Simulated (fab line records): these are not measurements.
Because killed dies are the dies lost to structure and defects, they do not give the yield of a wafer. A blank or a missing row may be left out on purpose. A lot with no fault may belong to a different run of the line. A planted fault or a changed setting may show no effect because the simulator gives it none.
Struck lot and sound lot, side by side | flow sky130 | 32 steps out of a route of 708
Sound: these wafers, L241.1, L241.5, L241.6. Struck: wafers L248.1, L248.3. (L248.2 of the same lot was not struck and is left out.) The cause comes at the end.
Each step with rows lists, per side, the tool, then ch with its chambers, then its first start. Under that, the readings that differ: sound wafers | struck wafers | difference of the means | sigmas: that difference in standard deviations of wafers without a fault.
alike: words and numbers the same on both sides, and readings whose means are apart by under 2 such deviations; not compared: readings that were withheld, readings missing a value for some wafer, numbers with overlapping values and no deviation given by the record, and bounds like >300 which may hide the same value.
The two part at a step that has a row with sigmas, a row that says differs or no value, or rows on one side only. Non-overlapping numbers with no deviation appear without sigmas and do not part them. A reading that every wafer of one side lacks parts them only if that side has two wafers or more.

first, 3 steps without rows for these wafers: SKY_CONTACT_STRIP_20 (strips in post etch residue remover, time 1200 s); SKY_CONTACT_CLEAN_21 (cleans in IPA, time 180 s); SKY_CONTACT_CLEAN_22 (cleans in O3/DIW).
SKY_CONTACT_SPUTTER_23: material TiN, target thk 20 nm, time 80 s.
  struck on pvd sputter-04, day 35 23:07; sound on pvd sputter-04, day 33 12:25
  alike: cathode dc power W, throttle valve pct
SKY_CONTACT_CVD_24: deposits W, target thk 340 nm, time 102.12 s.
  sound on cvd w-02 ch 0,1, day 33 12:28; struck on cvd w-02 ch 0, day 35 23:11
  alike: heater power w
  not compared: since wet clean h
SKY_CONTACT_RS_MEAS_25: a four-point-probe measurement.
  struck on film metro-04, day 35 23:17; sound on film metro-01, day 33 12:35
  alike: CONTACT_W_RS
SKY_CONTACT_THK_MEAS_26: measures by xrf.
  struck on film metro-04, day 35 23:25; sound on film metro-01, day 33 12:42
  alike: CONTACT_W_THK
then, 2 steps without rows for these wafers: SKY_CONTACT_CMP_27 (polishes, stops on SiO2, t overpolish 15 s, target thk 0 nm); SKY_METAL1_SPUTTER_00 (material Ti, target thk 15 nm, time 10 s).
SKY_METAL1_SPUTTER_01: material TiN, target thk 20 nm, time 16.7 s.
  struck on pvd sputter-02, day 35 23:47; sound on pvd sputter-01, day 33 13:05
  alike: cathode dc power W, throttle valve pct
SKY_METAL1_SPUTTER_02: material AlCu, target thk 250 nm, time 13.3 s.
  struck on pvd sputter-02, day 35 23:49; sound on pvd sputter-01, day 33 13:07
  alike: cathode dc power W, throttle valve pct
SKY_METAL1_SPUTTER_03: material Ti, target thk 5 nm, time 3.3 s.
  struck on pvd sputter-02, day 35 23:50; sound on pvd sputter-01, day 33 13:08
  alike: cathode dc power W, throttle valve pct
SKY_METAL1_SPUTTER_04: material TiN, target thk 70 nm, time 58.3 s.
  struck on pvd sputter-02, day 35 23:52; sound on pvd sputter-01, day 33 13:09
  reading                                    | sound             | struck      | difference | sigmas
  model.TiN_of_METAL1_SPUTTER_04.thk nm (nm) | 69.06 69.52 69.39 | 47.61 47.84 | -21.60     |
  alike: cathode dc power W, throttle valve pct
SKY_METAL1_RS_MEAS_05: a four-point-probe measurement.
  struck on film metro-01, day 35 23:55; sound on film metro-02, day 33 13:12
  alike: METAL1_ALCU_RS
SKY_METAL1_THK_MEAS_06: measures by xrf.
  struck on film metro-01, day 36 00:02; sound on film metro-02, day 33 13:19
  reading              | sound             | struck      | difference | sigmas
  METAL1_ALCU_THK (nm) | 249.5 248.0 249.2 | 261.5 261.6 | +12.7      | +6
then, 8 steps without rows for these wafers: SKY_METAL1_DEHYDRATE_07 (time 60 s); SKY_METAL1_HMDS_08 (prime time 60 s); SKY_METAL1_COAT_09 (resist thk 60 nm); SKY_METAL1_COAT_10 (resist thk 450 nm); SKY_METAL1_SOFTBAKE_11 (time 90 s); SKY_METAL1_EXPOSE_12 (exposes mask MM1, target cd 140 nm); SKY_METAL1_PEB_13; SKY_METAL1_DEVELOP_14 (develop time 60 s).
SKY_METAL1_CD_MEAS_15 targets a cd of 140 nm.
  struck on cd sem-02, day 37 02:02; sound on cd sem-02, day 34 16:10
  alike: cd nm
SKY_METAL1_OVL_MEAS_16:
  struck on overlay-02, day 37 02:09; sound on overlay-02, day 34 16:17
  alike: METAL1_OVL
then, 4 steps without rows for these wafers: SKY_METAL1_DESCUM_17 (chemistry O2, time 8 s); SKY_METAL1_ETCH_18 (etches BARC in N2/H2, stops on SiO2, time 45.9 s, target depth 60 nm); SKY_METAL1_METAL_ETCH_19 (etches the open film in Cl2/BCl3, stops on SiO2, target depth 360 nm, time 78 s); SKY_METAL1_STRIP_20 (strips in O2/N2).
SKY_METAL1_STRIP_21: strips in post etch residue remover, time 1200 s.
  sound on wet bench-02 ch 2, day 34 16:36; struck on wet bench-02 ch 0, day 37 02:28
  reading                                    | sound            | struck      | difference | sigmas
  model.TiN_of_METAL1_SPUTTER_04.thk nm (nm) | 68.64 69.1 68.96 | 47.18 47.41 | -21.60     |
  alike: bath heat duty pct
then, 1 step without rows for these wafers: SKY_METAL1_CLEAN_22 (cleans in IPA, time 180 s).
-- the record jumps here: 12 days lie between the struck wafers' starts before and after (it left off in module METAL1 and takes up again in module PAD_OPEN, whose first step shown is number 708 of the route) --
SKY_PAD_OPEN_PROBE_99:
  struck on prober-01, day 48 22:22; sound on prober-01, day 47 05:43
  alike: defect limited yield, killed_at_M0_to_M3, killed_at_M4_up, killed at contacts, killed at front end, killed at other, killed dies, killed open, killed short, sort_bin_3_pad_short, sort_bin_5_function, sort_bin_6_memory, sort n pass, sort yield pct
  not compared: model.etest.via1 chain.rc ohm

## WHERE THEY PART
At SKY_METAL1_THK_MEAS_06 and nowhere else, as far as this record goes. Later steps at which nothing parts them and some readings are alike: SKY_METAL1_CD_MEAS_15, SKY_METAL1_OVL_MEAS_16, SKY_METAL1_STRIP_21, SKY_PAD_OPEN_PROBE_99.

WHY: what the simulator had put in
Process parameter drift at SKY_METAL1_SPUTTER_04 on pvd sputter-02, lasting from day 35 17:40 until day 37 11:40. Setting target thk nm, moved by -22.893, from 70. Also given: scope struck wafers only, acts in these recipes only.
